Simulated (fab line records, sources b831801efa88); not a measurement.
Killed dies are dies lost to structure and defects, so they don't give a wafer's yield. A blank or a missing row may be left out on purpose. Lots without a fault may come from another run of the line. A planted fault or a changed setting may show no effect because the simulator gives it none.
fab line records | flow gf180mcu
record lots=5 wafers=15 last_day=33
route steps=602 shown NSD@239 PSD@248 SAB@264
lots that met no fault: from a run of the same line without faults
start_h: hours from the record's first day to the start of the lot's first wafer shown | wait_h: hours since the lot's step before | " the same as in the row above | L1.1+2: a row that stands for several wafers | - no value, or no start given | * or withheld: withheld | < > ~ a bound
route shown NAME@n: a module of which the file shows steps, and the number in the route of the first | usual: mean/standard deviation of fault-free wafers | same: alike in all rows | chamber/n: place in a boat | sites: the reading at each site | _std_site: their standard deviation | _edge_site: outer sites' mean less inner sites' | radius_mm: how far each site lies from the wafer's centre | mask NAME#n: copy n | behind: the tool/chamber that last shaped the wafer | hold: why the lot was held/for how many hours/how that ended | device: the transistor (n, p or np) that didn't switch | end of line: the same wafers' tests at the end of the route | a step without rows: its recipe alone | killed: dies lost to structure and defects at the first sort, not the wafer's yield | map: a wafer's dies, x killed, . not, _ none there
set.NAME: the setting as run; set.NAME@STEP: as run at that earlier step | model.NAME: the simulator's own value behind a step, which no gauge read
lots at some steps of the route; a table a step, a row a wafer
services: from which hour (start_h, from the record's first day; less than 0 if before it) a tool's chamber was out of use, for how many hours, and why
## steps
# step GF_NSD_EXPOSE_04
# recipe mask_id=Nplus target_cd_nm=400 na=0.6 source_shape=conventional sigma_outer=0.6 dose_mj=140
# usual exposure_dose_mJ_cm2=140.3/0.4 stage_vel_mm_s=499.98/0.27
# columns lot.wafer tool chamber start_h wait_h mask exposure_dose_mJ_cm2 stage_vel_mm_s
L079.2 iline_stepper-01 0 - - Nplus#0 139.8 500.16
L079.3 " 0 " " Nplus#0 139.9 500.28
L079.5 " 0 " " Nplus#0 139.7 499.99
L082.2 iline_stepper-02 0 - - Nplus#0 140.4 500.04
L082.3 " 0 " " Nplus#0 140.6 500.01
L082.5 " 0 " " Nplus#0 140.6 500.14
L090.1 iline_stepper-01 0 - - Nplus#0 139.8 499.70
L090.2 " 0 " " Nplus#0 139.9 499.87
L090.3 " 0 " " Nplus#0 139.7 499.17
L091.1 iline_stepper-01 0 - - Nplus#0 139.9 500.04
L091.3 " 0 " " Nplus#0 139.9 500.06
L091.6 " 0 " " Nplus#0 140.0 500.18
L095.4 iline_stepper-02 0 - - Nplus#0 140.7 500.09
L095.5 " 0 " " Nplus#0 140.6 499.95
L095.6 " 0 " " Nplus#0 140.5 499.71
# step GF_NSD_PEB_05
# recipe temp_c=withheld time_s=* resist=NOVOLAK
# columns lot.wafer tool chamber start_h wait_h
L079.2+3+5 litho_track-01 0 - -
L082.2+3+5 litho_track-04 0 - -
L090.1+2+3 litho_track-03 0 - -
L091.1+3+6 litho_track-01 0 - -
L095.4+5+6 litho_track-04 0 - -
# step GF_NSD_DEVELOP_06
# recipe develop_time_s=60 dev_temp_c=23
# columns lot.wafer tool chamber start_h wait_h
L079.2+3+5 litho_track-01 0 346.36 0.1
L082.2+3+5 litho_track-04 0 377.62 0.1
L090.1+2+3 litho_track-03 0 429.43 0.1
L091.1+3+6 litho_track-01 0 435.23 0.1
L095.4+5+6 litho_track-04 0 463.67 0.1
# step GF_NSD_CD_MEAS_07
# recipe target_cd_nm=400
# usual cd_nm=399.5/2.3
# columns lot.wafer tool chamber start_h wait_h cd_nm
L079.2 cd_sem-02 - 346.50 0.1 399.7
L079.3 " - " " 399.2
L079.5 " - " " 399.1
L082.2 cd_sem-01 - 377.76 0.1 395.3
L082.3 " - " " 396.8
L082.5 " - " " 395.0
L090.1 cd_sem-02 - 429.58 0.1 400.2
L090.2 " - " " 399.3
L090.3 " - " " 398.3
L091.1 cd_sem-01 - 435.38 0.1 402.6
L091.3 " - " " 401.2
L091.6 " - " " 403.5
L095.4 cd_sem-01 - 463.80 0.1 398.0
L095.5 " - " " 400.0
L095.6 " - " " 400.7
# step GF_NSD_OVL_MEAS_08
# usual NSD_OVL=0.2/1.5
# columns lot.wafer tool chamber start_h wait_h NSD_OVL[nm]
L079.2 overlay-02 - 346.61 0.1 0.3
L079.3 " - " " -1.6
L079.5 " - " " -0.6
L082.2 overlay-01 - 377.87 0.1 0.6
L082.3 " - " " -1.1
L082.5 " - " " -1.2
L090.1 overlay-02 - 429.70 0.1 -0.5
L090.2 " - " " -2.7
L090.3 " - " " -0.5
L091.1 overlay-02 - 435.50 0.1 0.4
L091.3 " - " " 1.4
L091.6 " - " " 1.5
L095.4 overlay-01 - 463.88 0.1 2.7
L095.5 " - " " 2.6
L095.6 " - " " 1.7
# step GF_NSD_IMPLANT_09
# recipe species=As energy_kev=60 dose_cm2=4e+15 tilt_deg=7
# columns lot.wafer tool chamber start_h wait_h
L079.2+3+5 implanter-01 0 346.66 0.0
L082.2+3+5 implanter-02 0 377.92 0.0
L090.1+2+3 implanter-02 0 429.74 0.0
L091.1+3+6 implanter-01 0 435.54 0.0
L095.4+5+6 implanter-01 0 463.97 0.1
# step GF_NSD_IMPLANT_10
# recipe species=P energy_kev=40 dose_cm2=5e+14 tilt_deg=7
# columns lot.wafer tool chamber start_h wait_h
L079.2+3+5 implanter-01 0 346.81 0.1
L082.2+3+5 implanter-02 0 378.07 0.1
L090.1+2+3 implanter-02 0 429.89 0.1
L091.1+3+6 implanter-01 0 435.69 0.1
L095.4+5+6 implanter-01 0 464.12 0.1
# step GF_NSD_STRIP_11
# recipe chemistry=O2/N2 power_w=1400 pressure_mtorr=1500 platen_temp_c=250 o2_flow_sccm=3000 n2_flow_sccm=300 overash_fraction=0.5
# usual drypump_motor_current_A=5.8/0.42 heater_power_w=306/15 oes_product_au=0.486/0.0049 strip_time_to_endpoint_s=22.95/0.039
# columns lot.wafer tool chamber start_h wait_h drypump_motor_current_A heater_power_w oes_product_au rf_hours_counter_h strip_time_to_endpoint_s
L079.2 plasma_asher-01 1 346.94 0.1 5.3 312 0.489 59 22.89
L079.3 " 1 " " 5.3 305 0.484 - 22.91
L079.5 " 1 " " 5.3 308 0.497 - 22.90
L082.2 plasma_asher-04 1 378.20 0.1 5.7 322 0.495 26 22.96
L082.3 " 1 " " 5.7 320 0.482 - 22.99
L082.5 " 0 " " 6.5 277 0.485 - 22.93
L090.1 plasma_asher-01 0 430.04 0.1 5.5 301 0.495 69 22.95
L090.2 " 1 " " 5.3 308 0.489 69 22.92
L090.3 " 1 " " 5.4 315 0.488 - 22.98
L091.1 plasma_asher-01 0 435.84 0.1 5.5 303 0.491 70 23.01
L091.3 " 1 " " 5.3 309 0.486 - 22.98
L091.6 " 1 " " 5.3 312 0.483 - 22.97
L095.4 plasma_asher-03 1 464.23 0.1 6.4 319 0.488 - 22.94
L095.5 " 0 " " 5.7 315 0.485 - 22.93
L095.6 " 1 " " 6.4 317 0.493 - 22.96
# step GF_NSD_TW_MEAS_12
# usual NSD_TW=4277/23
# columns lot.wafer tool chamber start_h wait_h NSD_TW
L079.2 film_metro-02 - 347.05 0.1 4281
L079.3 " - " " 4273
L079.5 " - " " 4318
L082.2 film_metro-01 - 378.31 0.1 4271
L082.3 " - " " 4260
L082.5 " - " " 4271
L090.1 film_metro-01 - 430.14 0.1 4249
L090.2 " - " " 4251
L090.3 " - " " 4260
L091.1 film_metro-04 - 435.94 0.1 4306
L091.3 " - " " 4307
L091.6 " - " " 4303
L095.4 film_metro-02 - 464.33 0.1 4271
L095.5 " - " " 4252
L095.6 " - " " 4252
# step GF_PSD_DEHYDRATE_00
# recipe temp_c=200 time_s=60
# usual heater_power_total_W=160.36/0.12
# columns lot.wafer tool chamber start_h wait_h heater_power_total_W
L079.2 litho_track-02 0 357.38 10.3 160.25
L079.3 " 0 " " 160.15
L079.5 " 0 " " 160.17
L082.2 litho_track-04 0 388.92 10.6 160.36
L082.3 " 0 " " 160.42
L082.5 " 0 " " 160.29
L090.1 litho_track-04 0 441.39 11.2 160.41
L090.2 " 0 " " 160.29
L090.3 " 0 " " 160.55
L091.1 litho_track-04 0 447.69 11.7 160.33
L091.3 " 0 " " 160.25
L091.6 " 0 " " 160.38
L095.4 litho_track-04 0 475.47 11.1 160.42
L095.5 " 0 " " 160.48
L095.6 " 0 " " 160.35
# step GF_PSD_HMDS_01
# recipe prime_time_s=60 prime_temp_c=120
# columns lot.wafer tool chamber start_h wait_h
L079.2+3+5 litho_track-02 0 357.53 0.1
L082.2+3+5 litho_track-04 0 389.07 0.1
L090.1+2+3 litho_track-04 0 441.54 0.1
L091.1+3+6 litho_track-04 0 447.84 0.1
L095.4+5+6 litho_track-04 0 475.62 0.1
# step GF_PSD_COAT_02
# recipe resist=NOVOLAK spin_rpm=3000 resist_thk_nm=1000
# columns lot.wafer tool chamber start_h wait_h
L079.2+3+5 litho_track-02 0 357.68 0.1
L082.2+3+5 litho_track-04 0 389.22 0.1
L090.1+2+3 litho_track-04 0 441.69 0.1
L091.1+3+6 litho_track-04 0 447.99 0.1
L095.4+5+6 litho_track-04 0 475.77 0.1
# step GF_PSD_SOFTBAKE_03
# recipe temp_c=90 time_s=60 resist=NOVOLAK
# usual heater_power_total_W=56.59/0.046
# columns lot.wafer tool chamber start_h wait_h heater_power_total_W
L079.2 litho_track-02 0 357.83 0.1 56.59
L079.3 " 0 " " 56.49
L079.5 " 0 " " 56.62
L082.2 litho_track-04 0 389.37 0.1 56.55
L082.3 " 0 " " 56.57
L082.5 " 0 " " 56.50
L090.1 litho_track-04 0 441.84 0.1 56.57
L090.2 " 0 " " 56.57
L090.3 " 0 " " 56.55
L091.1 litho_track-04 0 448.14 0.1 56.56
L091.3 " 0 " " 56.63
L091.6 " 0 " " 56.54
L095.4 litho_track-04 0 475.92 0.1 56.51
L095.5 " 0 " " 56.59
L095.6 " 0 " " 56.58
# step GF_PSD_EXPOSE_04
# recipe mask_id=Pplus target_cd_nm=400 na=0.6 source_shape=conventional sigma_outer=0.6 dose_mj=140
# usual exposure_dose_mJ_cm2=140.3/0.38 stage_vel_mm_s=500.03/0.26
# columns lot.wafer tool chamber start_h wait_h mask exposure_dose_mJ_cm2 stage_vel_mm_s
L079.2 iline_stepper-01 0 - - Pplus#0 140.0 499.81
L079.3 " 0 " " Pplus#0 140.2 500.00
L079.5 " 0 " " Pplus#0 140.0 499.68
L082.2 iline_stepper-02 0 - - Pplus#0 140.7 499.91
L082.3 " 0 " " Pplus#0 140.7 499.98
L082.5 " 0 " " Pplus#0 140.6 500.32
L090.1 iline_stepper-01 0 - - Pplus#0 139.9 500.02
L090.2 " 0 " " Pplus#0 139.7 500.45
L090.3 " 0 " " Pplus#0 139.8 500.12
L091.1 iline_stepper-02 0 - - Pplus#0 140.6 499.78
L091.3 " 0 " " Pplus#0 140.6 500.05
L091.6 " 0 " " Pplus#0 140.4 499.41
L095.4 iline_stepper-01 0 - - Pplus#0 140.0 499.50
L095.5 " 0 " " Pplus#0 140.0 500.25
L095.6 " 0 " " Pplus#0 139.8 500.19
# step GF_PSD_PEB_05
# recipe temp_c=withheld time_s=* resist=NOVOLAK
# columns lot.wafer tool chamber start_h wait_h
L079.2+3+5 litho_track-02 0 - -
L082.2+3+5 litho_track-02 0 - -
L090.1+2+3 litho_track-04 0 - -
L091.1+3+6 litho_track-01 0 - -
L095.4+5+6 litho_track-02 0 - -
# step GF_PSD_DEVELOP_06
# recipe develop_time_s=60 dev_temp_c=23
# columns lot.wafer tool chamber start_h wait_h
L079.2+3+5 litho_track-02 0 369.43 0.1
L082.2+3+5 litho_track-02 0 400.48 0.1
L090.1+2+3 litho_track-04 0 453.89 0.1
L091.1+3+6 litho_track-01 0 459.78 0.1
L095.4+5+6 litho_track-02 0 487.98 0.1
# step GF_PSD_CD_MEAS_07
# recipe target_cd_nm=400
# usual cd_nm=399.6/2.2
# columns lot.wafer tool chamber start_h wait_h cd_nm
L079.2 cd_sem-01 - 369.57 0.1 404.9
L079.3 " - " " 403.5
L079.5 " - " " 401.0
L082.2 cd_sem-01 - 400.62 0.1 401.9
L082.3 " - " " 402.0
L082.5 " - " " 402.0
L090.1 cd_sem-02 - 454.04 0.1 400.8
L090.2 " - " " 401.6
L090.3 " - " " 401.0
L091.1 cd_sem-01 - 459.93 0.1 396.5
L091.3 " - " " 395.0
L091.6 " - " " 396.4
L095.4 cd_sem-01 - 488.11 0.1 397.5
L095.5 " - " " 397.8
L095.6 " - " " 396.4
# step GF_PSD_OVL_MEAS_08
# usual PSD_OVL=-0.7/1.5
# columns lot.wafer tool chamber start_h wait_h PSD_OVL[nm]
L079.2 overlay-02 - 369.68 0.1 0.5
L079.3 " - " " 1.6
L079.5 " - " " 0.2
L082.2 overlay-02 - 400.73 0.1 0.2
L082.3 " - " " -2.2
L082.5 " - " " 0.2
L090.1 overlay-02 - 454.16 0.1 1.5
L090.2 " - " " -0.9
L090.3 " - " " -1.0
L091.1 overlay-02 - 460.05 0.1 -3.9
L091.3 " - " " -2.6
L091.6 " - " " -3.6
L095.4 overlay-02 - 488.19 0.1 2.3
L095.5 " - " " 0.5
L095.6 " - " " 1.0
# step GF_PSD_IMPLANT_09
# recipe species=BF2 energy_kev=40 dose_cm2=1.5e+15 tilt_deg=7
# columns lot.wafer tool chamber start_h wait_h
L079.2+3+5 implanter-03 0 369.73 0.0
L082.2+3+5 implanter-03 0 400.78 0.0
L090.1+2+3 implanter-03 0 454.20 0.0
L091.1+3+6 implanter-01 0 460.08 0.0
L095.4+5+6 implanter-01 0 488.28 0.1
# step GF_PSD_STRIP_10
# recipe chemistry=O2/N2 power_w=1400 pressure_mtorr=1500 platen_temp_c=250 o2_flow_sccm=3000 n2_flow_sccm=300 overash_fraction=0.5
# usual drypump_motor_current_A=5.8/0.38 heater_power_w=326/23 oes_product_au=0.592/0.004 strip_time_to_endpoint_s=16.52/0.04
# columns lot.wafer tool chamber start_h wait_h drypump_motor_current_A heater_power_w oes_product_au rf_hours_counter_h strip_time_to_endpoint_s
L079.2 plasma_asher-02 1 369.86 0.1 5.7 327 0.590 70 16.46
L079.3 " 0 " " 5.5 377 0.590 - 16.47
L079.5 " 0 " " 5.5 368 0.602 - 16.49
L082.2 plasma_asher-03 1 400.91 0.1 6.4 318 0.586 79 16.47
L082.3 " 1 " " 6.4 321 0.592 - 16.56
L082.5 " 1 " " 6.5 321 0.593 - 16.53
L090.1 plasma_asher-01 1 454.35 0.1 5.4 306 0.595 71 16.46
L090.2 " 0 " " 5.5 298 0.591 71 16.48
L090.3 " 1 " " 5.4 320 0.594 - 16.49
L091.1 plasma_asher-03 0 460.23 0.1 5.7 308 0.588 85 16.54
L091.3 " 0 " " 5.7 309 0.584 - 16.49
L091.6 " 0 " " 5.7 321 0.594 - 16.55
L095.4 plasma_asher-03 1 488.39 0.1 6.5 317 0.590 - 16.46
L095.5 " 1 " " 6.5 323 0.588 - 16.48
L095.6 " 0 " " 5.7 320 0.594 - 16.49
# step GF_PSD_TW_MEAS_11
# usual PSD_TW=3200/17
# columns lot.wafer tool chamber start_h wait_h PSD_TW
L079.2 film_metro-02 - 369.97 0.1 3201
L079.3 " - " " 3210
L079.5 " - " " 3198
L082.2 film_metro-02 - 401.02 0.1 3188
L082.3 " - " " 3198
L082.5 " - " " 3189
L090.1 film_metro-02 - 454.45 0.1 3207
L090.2 " - " " 3206
L090.3 " - " " 3225
L091.1 film_metro-01 - 460.33 0.1 3185
L091.3 " - " " 3192
L091.6 " - " " 3210
L095.4 film_metro-04 - 488.49 0.1 3207
L095.5 " - " " 3200
L095.6 " - " " 3205
# step GF_PSD_CLEAN_12
# recipe chemistry=SC1/SC2 mix=1:4:20 temp_c=70 time_s=150 dry=n2_spin
# usual temp_c=69.99/0.1
# columns lot.wafer tool chamber start_h wait_h temp_c
L079.2 wet_bench-02 2 370.02 0.0 69.91
L079.3 " 2 " " 69.97
L079.5 " 2 " " 69.96
L082.2 wet_bench-02 1 401.07 0.0 69.95
L082.3 " 1 " " 69.95
L082.5 " 1 " " 70.11
L090.1 wet_bench-02 1 454.51 0.1 70.01
L090.2 " 1 " " 69.98
L090.3 " 1 " " 69.84
L091.1 wet_bench-03 0 460.39 0.1 70.16
L091.3 " 0 " " 70.20
L091.6 " 0 " " 69.99
L095.4 wet_bench-03 3 488.52 0.0 69.91
L095.5 " 3 " " 70.01
L095.6 " 3 " " 69.84
# step GF_PSD_RTA_13
# recipe temp_c=1025 time_s=20 ambient=N2
# usual lamp_power_pct=33.2/2.3 wafer_temp_C_max=1029.6/1.8
# columns lot.wafer tool chamber start_h wait_h lamp_power_pct wafer_temp_C_max
L079.2 rtp_anneal-02 0 370.08 0.0 31.5 1030.3
L079.3 " 0 " " 31.5 1029.9
L079.5 " 0 " " 31.5 1030.7
L082.2 rtp_anneal-01 0 401.13 0.0 36.4 1026.9
L082.3 " 0 " " 36.4 1027.2
L082.5 " 0 " " 36.4 1027.9
L090.1 rtp_anneal-01 0 454.61 0.0 36.5 1027.3
L090.2 " 0 " " 36.4 1027.0
L090.3 " 0 " " 36.4 1027.9
L091.1 rtp_anneal-01 0 460.44 0.0 36.5 1027.9
L091.3 " 0 " " 36.4 1027.6
L091.6 " 0 " " 36.4 1027.3
L095.4 rtp_anneal-02 0 488.61 0.0 31.6 1031.3
L095.5 " 0 " " 31.6 1029.3
L095.6 " 0 " " 31.5 1030.8
# step GF_PSD_RS_MEAS_14
# recipe thk_meas_gauge=four-point-probe
# usual NSD_RS=46.17/0.082
# columns lot.wafer tool chamber start_h wait_h NSD_RS[ohm/sq]
L079.2 film_metro-01 - 370.17 0.1 46.17
L079.3 " - " " 46.19
L079.5 " - " " 46.29
L082.2 film_metro-04 - 401.22 0.1 46.18
L082.3 " - " " 46.25
L082.5 " - " " 46.22
L090.1 film_metro-04 - 454.69 0.1 46.13
L090.2 " - " " 46.10
L090.3 " - " " 46.10
L091.1 film_metro-02 - 460.53 0.1 46.17
L091.3 " - " " 46.15
L091.6 " - " " 46.21
L095.4 film_metro-01 - 488.71 0.1 46.16
L095.5 " - " " 46.19
L095.6 " - " " 46.15
# step GF_PSD_RS_MEAS_15
# recipe thk_meas_gauge=four-point-probe
# usual PSD_RS=108.66/0.3
# columns lot.wafer tool chamber start_h wait_h PSD_RS[ohm/sq]
L079.2 film_metro-01 - 370.29 0.1 109.10
L079.3 " - " " 108.71
L079.5 " - " " 109.19
L082.2 film_metro-04 - 401.34 0.1 108.93
L082.3 " - " " 109.03
L082.5 " - " " 108.84
L090.1 film_metro-04 - 454.81 0.1 108.59
L090.2 " - " " 108.76
L090.3 " - " " 108.80
L091.1 film_metro-02 - 460.65 0.1 108.48
L091.3 " - " " 108.19
L091.6 " - " " 108.19
L095.4 film_metro-01 - 488.83 0.1 108.96
L095.5 " - " " 108.63
L095.6 " - " " 108.94
# step GF_SAB_CVD_00
# recipe material=SiO2 target_thk_nm=50 precursor=TEOS temp_c=400 time_s=4.9302 rf_w=600
# usual heater_power_w=687/130 rf_fwd_power_W=589/3.5
# columns lot.wafer tool chamber start_h wait_h heater_power_w rf_fwd_power_W
L079.2 pecvd-03 2 370.39 0.1 555 591
L079.3 " 0 " " 698 585
L079.5 " 2 " " 531 592
L082.2 pecvd-01 1 401.44 0.1 680 588
L082.3 " 0 " " 783 590
L082.5 " 2 " " 740 593
L090.1 pecvd-01 0 454.93 0.1 788 593
L090.2 " 2 " " 713 593
L090.3 " 1 " " 595 585
L091.1 pecvd-01 1 460.77 0.1 622 586
L091.3 " 2 " " 621 595
L091.6 " 2 " " 627 591
L095.4 pecvd-01 1 488.90 0.0 585 588
L095.5 " 0 " " 811 591
L095.6 " 2 " " 603 590
# step GF_SAB_THK_MEAS_01
# recipe reads=SiO2_of_SAB_CVD_00
# usual SAB_CVD_00_THK=49.9/0.63
# columns lot.wafer tool chamber start_h wait_h SAB_CVD_00_THK[nm]
L079.2 film_metro-02 - 370.42 0.0 49.9
L079.3 " - " " 49.2
L079.5 " - " " 50.6
L082.2 film_metro-02 - 401.47 0.0 50.2
L082.3 " - " " 49.8
L082.5 " - " " 50.4
L090.1 film_metro-03 - 454.95 0.0 49.1
L090.2 " - " " 48.9
L090.3 " - " " 49.0
L091.1 film_metro-04 - 460.79 0.0 49.7
L091.3 " - " " 49.6
L091.6 " - " " 50.1
L095.4 film_metro-02 - 488.94 0.0 50.9
L095.5 " - " " 49.9
L095.6 " - " " 51.2
# step GF_SAB_DEHYDRATE_02
# recipe temp_c=200 time_s=60
# usual heater_power_total_W=160.37/0.13
# columns lot.wafer tool chamber start_h wait_h heater_power_total_W
L079.2 litho_track-03 0 380.56 10.1 160.24
L079.3 " 0 " " 160.55
L079.5 " 0 " " 160.30
L082.2 litho_track-03 0 412.36 10.9 160.26
L082.3 " 0 " " 160.20
L082.5 " 0 " " 160.51
L090.1 litho_track-02 0 466.75 11.8 160.26
L090.2 " 0 " " 160.21
L090.3 " 0 " " 160.41
L091.1 litho_track-01 0 472.78 12.0 160.12
L091.3 " 0 " " 160.19
L091.6 " 0 " " 160.31
L095.4 litho_track-02 0 499.78 10.8 160.40
L095.5 " 0 " " 160.16
L095.6 " 0 " " 160.24
# step GF_SAB_HMDS_03
# recipe prime_time_s=60 prime_temp_c=120
# columns lot.wafer tool chamber start_h wait_h
L079.2+3+5 litho_track-03 0 380.71 0.1
L082.2+3+5 litho_track-03 0 412.51 0.1
L090.1+2+3 litho_track-02 0 466.90 0.1
L091.1+3+6 litho_track-01 0 472.93 0.1
L095.4+5+6 litho_track-02 0 499.93 0.1
# step GF_SAB_COAT_04
# recipe resist=NOVOLAK spin_rpm=3000 resist_thk_nm=1000
# columns lot.wafer tool chamber start_h wait_h
L079.2+3+5 litho_track-03 0 380.86 0.1
L082.2+3+5 litho_track-03 0 412.66 0.1
L090.1+2+3 litho_track-02 0 467.05 0.1
L091.1+3+6 litho_track-01 0 473.08 0.1
L095.4+5+6 litho_track-02 0 500.08 0.1
# step GF_SAB_SOFTBAKE_05
# recipe temp_c=90 time_s=60 resist=NOVOLAK
# usual heater_power_total_W=56.59/0.045
# columns lot.wafer tool chamber start_h wait_h heater_power_total_W
L079.2 litho_track-03 0 381.01 0.1 56.65
L079.3 " 0 " " 56.54
L079.5 " 0 " " 56.60
L082.2 litho_track-03 0 412.81 0.1 56.63
L082.3 " 0 " " 56.55
L082.5 " 0 " " 56.64
L090.1 litho_track-02 0 467.20 0.1 56.54
L090.2 " 0 " " 56.55
L090.3 " 0 " " 56.54
L091.1 litho_track-01 0 473.23 0.1 56.65
L091.3 " 0 " " 56.64
L091.6 " 0 " " 56.63
L095.4 litho_track-02 0 500.23 0.1 56.49
L095.5 " 0 " " 56.54
L095.6 " 0 " " 56.66
# step GF_SAB_EXPOSE_06
# recipe mask_id=SAB target_cd_nm=420 na=0.6 source_shape=conventional sigma_outer=0.6 dose_mj=140
# usual exposure_dose_mJ_cm2=140.3/0.41 stage_vel_mm_s=499.96/0.24
# columns lot.wafer tool chamber start_h wait_h mask exposure_dose_mJ_cm2 stage_vel_mm_s
L079.2 iline_stepper-01 0 - - SAB#0 139.6 500.19
L079.3 " 0 " " SAB#0 139.8 500.09
L079.5 " 0 " " SAB#0 139.6 500.09
L082.2 iline_stepper-01 0 - - SAB#0 139.9 500.26
L082.3 " 0 " " SAB#0 139.7 500.36
L082.5 " 0 " " SAB#0 139.9 500.49
L090.1 iline_stepper-01 0 - - SAB#0 139.9 500.16
L090.2 " 0 " " SAB#0 139.9 499.80
L090.3 " 0 " " SAB#0 139.8 499.85
L091.1 iline_stepper-02 0 - - SAB#0 140.7 500.04
L091.3 " 0 " " SAB#0 140.8 500.20
L091.6 " 0 " " SAB#0 140.6 500.14
L095.4 iline_stepper-01 0 - - SAB#0 139.9 499.68
L095.5 " 0 " " SAB#0 139.9 499.61
L095.6 " 0 " " SAB#0 139.8 500.02
# step GF_SAB_PEB_07
# recipe temp_c=withheld time_s=* resist=NOVOLAK
# columns lot.wafer tool chamber start_h wait_h
L079.2+3+5 litho_track-01 0 - -
L082.2+3+5 litho_track-02 0 - -
L090.1+2+3 litho_track-02 0 - -
L091.1+3+6 litho_track-03 0 - -
L095.4+5+6 litho_track-03 0 - -
# step GF_SAB_DEVELOP_08
# recipe develop_time_s=60 dev_temp_c=23
# columns lot.wafer tool chamber start_h wait_h
L079.2+3+5 litho_track-01 0 393.16 0.1
L082.2+3+5 litho_track-02 0 424.23 0.1
L090.1+2+3 litho_track-02 0 479.15 0.1
L091.1+3+6 litho_track-03 0 483.78 0.1
L095.4+5+6 litho_track-03 0 511.56 0.1
# step GF_SAB_CD_MEAS_09
# recipe target_cd_nm=420
# usual cd_nm=419.9/1.9
# columns lot.wafer tool chamber start_h wait_h cd_nm
L079.2 cd_sem-02 - 393.30 0.1 418.7
L079.3 " - " " 420.9
L079.5 " - " " 419.3
L082.2 cd_sem-02 - 424.37 0.1 418.6
L082.3 " - " " 419.3
L082.5 " - " " 420.9
L090.1 cd_sem-02 - 479.30 0.1 420.4
L090.2 " - " " 420.3
L090.3 " - " " 420.1
L091.1 cd_sem-02 - 483.93 0.1 417.8
L091.3 " - " " 417.9
L091.6 " - " " 419.1
L095.4 cd_sem-02 - 511.69 0.1 423.8
L095.5 " - " " 422.4
L095.6 " - " " 421.3
# step GF_SAB_OVL_MEAS_10
# usual SAB_OVL=0.7/1.5
# columns lot.wafer tool chamber start_h wait_h SAB_OVL[nm]
L079.2 overlay-02 - 393.41 0.1 0.9
L079.3 " - " " -1.9
L079.5 " - " " -0.9
L082.2 overlay-02 - 424.48 0.1 -1.1
L082.3 " - " " 0.8
L082.5 " - " " 0.6
L090.1 overlay-02 - 479.42 0.1 2.9
L090.2 " - " " 2.0
L090.3 " - " " 1.5
L091.1 overlay-01 - 484.05 0.1 2.2
L091.3 " - " " 1.8
L091.6 " - " " 1.4
L095.4 overlay-01 - 511.77 0.1 -0.5
L095.5 " - " " -1.0
L095.6 " - " " -1.4
# step GF_SAB_ETCH_11
# recipe chemistry=C4F8/O2/Ar mask_material=NOVOLAK target=SiO2 target_depth_nm=55 source_w=1500 bias_w=1200 pressure_mtorr=40 c4f8_flow_sccm=withheld O2_flow_sccm=6 Ar_flow_sccm=300 time_s=8.5
# usual oes_product_au=0.999/0.01 rf_fwd_power_W=1472/7.8
# columns lot.wafer tool chamber start_h wait_h oes_product_au rf_fwd_power_W rf_hours_counter_h
L079.2 rie_diel-03 1 393.44 0.0 0.997 1480 7
L079.3 " 2 " " 1.005 1473 29
L079.5 " 3 " " 1.004 1481 -
L082.2 rie_diel-02 0 424.51 0.0 1.001 1477 85
L082.3 " 3 " " 1.005 1468 13
L082.5 " 0 " " 1.007 1483 -
L090.1 rie_diel-03 0 479.46 0.0 0.985 1470 0
L090.2 " 1 " " 0.992 1483 9
L090.3 " 2 " " 0.982 1476 31
L091.1 rie_diel-02 3 484.09 0.0 0.994 1462 15
L091.3 " 1 " " 1.000 1488 20
L091.6 " 2 " " 1.006 1473 -
L095.4 rie_diel-02 1 511.80 0.0 0.996 1483 -
L095.5 " 0 " " 1.004 1482 -
L095.6 " 3 " " 0.989 1468 -
# step GF_SAB_WET_ETCH_12
# recipe chemistry=dHF target_depth_nm=22 dry=n2_spin target=SiO2 temp_c=25 dilution=100:1 time_s=440
# usual temp_c=25.00/0.11
# columns lot.wafer tool chamber start_h wait_h temp_c
L079.2 wet_bench-02 0 393.46 0.0 24.96
L079.3 " 0 " " 25.07
L079.5 " 0 " " 24.85
L082.2 wet_bench-02 0 424.53 0.0 25.20
L082.3 " 0 " " 25.03
L082.5 " 0 " " 25.05
L090.1 wet_bench-02 1 479.48 0.0 24.97
L090.2 " 1 " " 25.10
L090.3 " 1 " " 24.96
L091.1 wet_bench-03 3 484.11 0.0 24.79
L091.3 " 3 " " 24.93
L091.6 " 3 " " 24.96
L095.4 wet_bench-02 2 511.81 0.0 25.09
L095.5 " 2 " " 25.19
L095.6 " 2 " " 25.16
# step GF_SAB_STRIP_13
# recipe chemistry=O2/N2 power_w=1400 pressure_mtorr=1500 platen_temp_c=250 o2_flow_sccm=3000 n2_flow_sccm=300 overash_fraction=0.5
# usual drypump_motor_current_A=5.9/0.38 heater_power_w=326/25 oes_product_au=0.710/0.0048 strip_time_to_endpoint_s=12.61/0.036
# columns lot.wafer tool chamber start_h wait_h drypump_motor_current_A heater_power_w oes_product_au rf_hours_counter_h strip_time_to_endpoint_s
L079.2 plasma_asher-03 0 393.59 0.0 5.7 309 0.710 78 12.62
L079.3 " 0 " " 5.7 314 0.714 - 12.60
L079.5 " 0 " " 5.8 314 0.710 - 12.60
L082.2 plasma_asher-03 1 424.79 0.0 6.4 314 0.708 81 12.68
L082.3 " 0 " " 5.7 309 0.711 - 12.65
L082.5 " 0 " " 5.7 322 0.712 - 12.64
L090.1 plasma_asher-03 0 479.74 0.0 5.7 317 0.713 87 12.61
L090.2 " 1 " " 6.5 316 0.705 87 12.62
L090.3 " 0 " " 5.7 310 0.704 - 12.65
L091.1 plasma_asher-03 0 484.24 0.0 5.7 317 0.717 88 12.57
L091.3 " 0 " " 5.7 313 0.700 - 12.62
L091.6 " 0 " " 5.7 309 0.707 - 12.63
L095.4 plasma_asher-02 1 511.97 0.0 5.8 335 0.705 - 12.64
L095.5 " 1 " " 5.7 335 0.709 - 12.61
L095.6 " 0 " " 5.5 377 0.716 - 12.61
## services
# columns tool chamber start_h hours kind
rtp_anneal-01 - 312.12 44.6 pm
plasma_asher-03 - 322.05 1.3 repair
pecvd-01 - 326.86 1.0 repair
implanter-02 - 333.80 4.5 pm
implanter-03 - 349.63 2.6 pm
rie_diel-02 1 351.21 10.5 repair
implanter-03 - 359.20 3.3 pm
implanter-01 - 367.05 7.9 pm
pecvd-01 - 368.88 14.0 pm
iline_stepper-02 - 374.28 2.1 pm
iline_stepper-01 - 390.53 4.4 pm
implanter-02 - 392.30 6.0 pm
plasma_asher-01 - 404.47 2.8 pm
iline_stepper-01 - 409.03 1.7 pm
pecvd-01 - 409.94 2.8 pm
iline_stepper-02 - 415.77 4.4 pm
implanter-01 - 425.31 1.7 repair
implanter-01 - 437.80 1.5 repair
implanter-01 - 453.02 5.8 repair
iline_stepper-02 - 457.82 1.7 pm
rie_diel-02 - 470.74 0.3 repair
implanter-02 - 472.34 2.8 repair
implanter-01 - 503.94 3.9 pm
implanter-01 - 511.19 1.2 repair
## key
fault none
